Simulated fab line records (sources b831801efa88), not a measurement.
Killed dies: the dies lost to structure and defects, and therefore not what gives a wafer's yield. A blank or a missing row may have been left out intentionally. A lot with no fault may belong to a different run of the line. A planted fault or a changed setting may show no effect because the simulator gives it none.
Chamber matching    flow sky130    pecvd-01 running SKY_CAP2M_CVD_00: 3 sister chambers
The step deposits SiO2, target thk 15.5 nm. 6 wafers are shown with their chamber, then 9 later ones without.

== WAFERS PAIRED WITH THEIR CHAMBERS ==
wafer   chamber  heater-power-w (W)
L083.1  1        723
L083.4  0        611
L083.5  1        718
L090.1  2        735
L090.2  0        657
L090.6  2        743

== WAFERS WITHOUT THEIR CHAMBER ==
wafer   heater-power-w (W)
L092.2  772
L092.3  760
L092.4  628
L096.1  667
L096.3  687
L096.5  671
L097.2  595
L097.3  675
L097.5  760

== WHICH CHAMBER EACH WENT THROUGH ==
wafer   from the rows above           in truth
L092.2  can't be placed: 2 or 1       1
L092.3  can't be placed: 2 or 1       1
L092.4  0                             0
L096.1  can't be placed: 0 or 1       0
L096.3  can't be placed: 1 or 2 or 0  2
L096.5  can't be placed: 0 or 1 or 2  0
L097.2  0                             0
L097.3  can't be placed: 0 or 1 or 2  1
L097.5  can't be placed: 2 or 1       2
Correctly placed: 2 of 9. Can't be placed from these rows: 7 (the true chamber is among the candidates in 7). 0 placed wrongly.
How it was worked out, from the rows above alone: a wafer's distance from a chamber is the root of the sum, over the readings, of the square of ((its reading less the chamber's mean) divided by the reading's scatter). The wafer belongs to the nearest chamber; if the next one is less than 2 further off, it can't be placed. For every chamber, the mean is computed from those of its wafers that are shown. The scatter is the square root of a quotient: the sum, over the shown wafers, of each reading's squared deviation from its chamber's mean, divided by wafers minus chambers.
